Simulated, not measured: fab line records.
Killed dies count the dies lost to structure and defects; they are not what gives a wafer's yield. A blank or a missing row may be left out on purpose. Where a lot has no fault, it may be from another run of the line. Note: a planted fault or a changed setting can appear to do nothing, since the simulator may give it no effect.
2 desks, one fault ; flow gf180mcu ; each desk holds nothing but its own numbers, with what lay behind them at the end

== FOR THE TOOL OWNER'S DESK: litho_track-04 ==
The tool's own readings at GF_PSD_SOFTBAKE_03 (time 60 s): means of the sampled wafers that have a number, for each lot that ran on this tool. A lot is out of limits, marked OUT, if its mean lies more than 4 standard deviations from the usual mean; the brackets give that distance.
Columns: A = chill_plate_temp_C at GF_PSD_SOFTBAKE_03, usual 23.01 C; B = heater_power_total_W at GF_PSD_SOFTBAKE_03, usual 56.60 W; C = run_length_s at GF_PSD_SOFTBAKE_03, usual 88.96 s
lot;first seen here;A;B;C
L979;day 14 13:33;22.89;56.61;88.78
L981;day 15 03:50;23.09;56.62;88.86
L985;day 16 11:37;23.11;56.58;88.85
L986;day 16 17:24;23.01;56.56;88.86
L995;day 20 01:18;23.06;60.02 (+78) OUT;79.40 (-60) OUT
L996;day 20 09:01;23.00;60.06 (+79) OUT;79.53 (-59) OUT
Finding of this desk: L995, L996 out of limits; the first was L995 at day 20 01:18, on heater_power_total_W at GF_PSD_SOFTBAKE_03. In limits: L979, L981, L985, L986.

== METROLOGY DESK ==
Means of the sampled wafers that have a number, per lot and without regard to the tool the lot ran on: this is what the gauges read. A lot is out of limits, marked OUT, if its mean lies more than 4 standard deviations from the usual mean; the brackets give that distance.
Columns: A = POLY_GATE_OVL at GF_POLY_GATE_OVL_MEAS_11, usual 1 nm; B = CONTACT_CVD_00_THK at GF_CONTACT_THK_MEAS_01, usual 300 nm
lot;first seen here;A;B
L977;day 9 04:53;-1;304
L978;day 9 10:06;6;299
L979;day 9 20:41;3;303
L981;day 10 09:26;-7;297
L982;day 10 17:03;-5;301
L984;day 11 08:11;-0;302
L985;day 11 13:58;-5;300
L986;day 11 18:35;6;302
L987;day 12 07:20;5;301
L988;day 12 13:27;0;302
L989;day 12 18:47;-4;295
L995;day 14 13:11;4;302
L996;day 14 20:21;9;298
L999;day 15 17:04;4;303
This desk's verdict: no lot among the 14 shows anything out of limits.

== TAKEN TOGETHER ==
The tool owner's desk could have raised an alarm at day 20 01:18, on L995, L996.
From the metrology desk's view, nothing was out of limits.
The metrology desk has L995, L996 on record, within its limits.
On litho_track-04, each named lot ran GF_PSD_SOFTBAKE_03.

== WHAT THE SIMULATOR HAD INSERTED ==
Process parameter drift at GF_PSD_SOFTBAKE_03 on litho_track-04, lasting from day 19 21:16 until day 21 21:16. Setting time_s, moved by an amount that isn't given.
Lots struck among those shown: L995, L996.
Hours from the fault's start to each desk's first reading out of limits: the tool owner's desk, 4.
